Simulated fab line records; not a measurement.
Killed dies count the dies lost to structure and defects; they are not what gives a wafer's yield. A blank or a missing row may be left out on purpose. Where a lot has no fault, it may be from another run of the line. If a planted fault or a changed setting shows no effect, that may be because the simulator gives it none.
Struck lot and sound lot, side by side	flow sky130	14 out of 708 route steps
Sound: these wafers, L594.2, L594.3, L594.5. Struck: wafers L602.4, L602.5, L602.6. The cause is given at the end.
Order at every step that has rows: each side's tool, ch and its chambers, its first start. Under that, the readings that differ: sound wafers	struck wafers	difference of the means	sigmas: that difference in standard deviations of wafers without a fault.
alike: words and numbers the same on both sides, and readings whose means are apart by under 2 such deviations; not compared: readings that were withheld, readings missing a value for some wafer, numbers with overlapping values and no deviation given by the record, and bounds like >300 which may hide the same value.
A row with sigmas, a row that says differs or no value, or rows on one side alone: a step with any of these is where the two part. Numbers that don't overlap but have no deviation are shown without sigmas and don't part them. A reading missing from all wafers of one side parts the sides only when that side holds two or more wafers.

SKY_VIA2_CD_MEAS_12 targets a cd of 200 nm.
  sound on cd sem-01, day 38 15:58; struck on cd sem-02, day 40 22:40
  alike: cd nm
SKY_VIA2_OVL_MEAS_13:
  sound on overlay-02, day 38 16:04; struck on overlay-01, day 40 22:44
  alike: VIA2_OVL
SKY_VIA2_ETCH_14: etches BARC in N2/H2, stops on SiO2, time 45.9 s, target depth 60 nm.
  sound on rie diel-01 ch 2,3, day 38 16:06; struck on rie diel-01 ch 1,2, day 40 22:46
  alike: drypump motor current A, h2 flow sccm, oes product au, throttle valve pct
  not compared: rf hours counter h
SKY_VIA2_ETCH_15: etches SiO2 in C4F8/O2/Ar, stops on TiN, target depth 546 nm, time 84 s.
  sound on rie diel-01 ch 2,3, day 38 16:08; struck on rie diel-01 ch 1,2, day 40 22:48
reading	sound	struck	difference	sigmas
oes product au (a.u.)	0.935 0.951 0.940	0.924 0.932 0.937	-0.011	-2
  not compared: rf hours counter h
SKY_VIA2_STRIP_16: strips in O2/N2.
  sound on plasma asher-02 ch 1, day 38 16:13; struck on plasma asher-02 ch 0,1, day 40 22:54
  alike: drypump motor current A, oes product au, strip time to endpoint s
  not compared: rf hours counter h
then, 3 steps without rows for these wafers: SKY_VIA2_STRIP_17 (strips in post etch residue remover, time 1200 s); SKY_VIA2_CLEAN_18 (cleans in IPA, time 180 s); SKY_VIA2_CLEAN_19 (cleans in O3/DIW).
SKY_VIA2_SPUTTER_20: material TiN, target thk 20 nm, time 80 s.
  sound on pvd sputter-02, day 38 16:52; struck on pvd sputter-03, day 40 23:28
  alike: chamber pressure pa, throttle valve pct
SKY_VIA2_CVD_21: deposits W, target thk 420 nm, time 126.4 s.
  sound on cvd w-02 ch 0,1, day 38 16:55; struck on cvd w-02 ch 0,1, day 40 23:34
  alike: heater power w
SKY_VIA2_RS_MEAS_22: a four-point-probe measurement.
  sound on film metro-04, day 38 17:04; struck on film metro-04, day 40 23:43
  alike: VIA2_W_RS
SKY_VIA2_THK_MEAS_23: measures by xrf.
  sound on film metro-04, day 38 17:11; struck on film metro-04, day 40 23:48
  alike: VIA2_W_THK
SKY_VIA2_CMP_24: polishes, stops on SiO2, t overpolish 20 s, target thk 0 nm.
  sound on cmp-02 ch 1,2, day 38 17:14; struck on cmp-02 ch 1,2, day 40 23:53
reading	sound	struck	difference	sigmas
overpolish run s (s)	20.002 20.001 19.981	0.044 0.038 0.039	-19.954	-99 or more
time to endpoint s (s)	95 89 98	159 157 158	+64	+9
  alike: head pressure psi, motor current A, retaining ring pressure frac, slurry flow ml min
-- the record jumps here: 8 days lie between the struck wafers' starts before and after (it left off in module VIA2 and takes up again in module PAD_OPEN, whose first step shown is number 708 of the route) --
SKY_PAD_OPEN_PROBE_99:
  sound on prober-02, day 47 15:34; struck on prober-01, day 49 10:16
reading	sound	struck	difference	sigmas
defect limited yield (%)	83.1 80.7 81.3	0 0 0	-82	-45
killed_at_M0_to_M3	44 52 45	456 447 454	+405	+59
killed dies	83 95 92	492 492 492	+402	+46
killed on rim	9 14 13	96 96 96	+84	+24
sort_bin_3_pad_short (%)	1.0 0.8 0.6	83.9 83.1 83.3	+82.6	+99 or more
sort n pass	409 397 400	0 0 0	-402	-46
sort yield pct (%)	83.1 80.7 81.3	0 0 0	-82	-45
  alike: killed_at_M4_up, killed at contacts, killed at front end, killed at other, killed open, killed short, sort_bin_5_function, sort_bin_6_memory

WHERE THEY PART
At SKY_VIA2_ETCH_15 first; at SKY_PAD_OPEN_PROBE_99 last (within this record only).

WHY: what had been put in by the simulator
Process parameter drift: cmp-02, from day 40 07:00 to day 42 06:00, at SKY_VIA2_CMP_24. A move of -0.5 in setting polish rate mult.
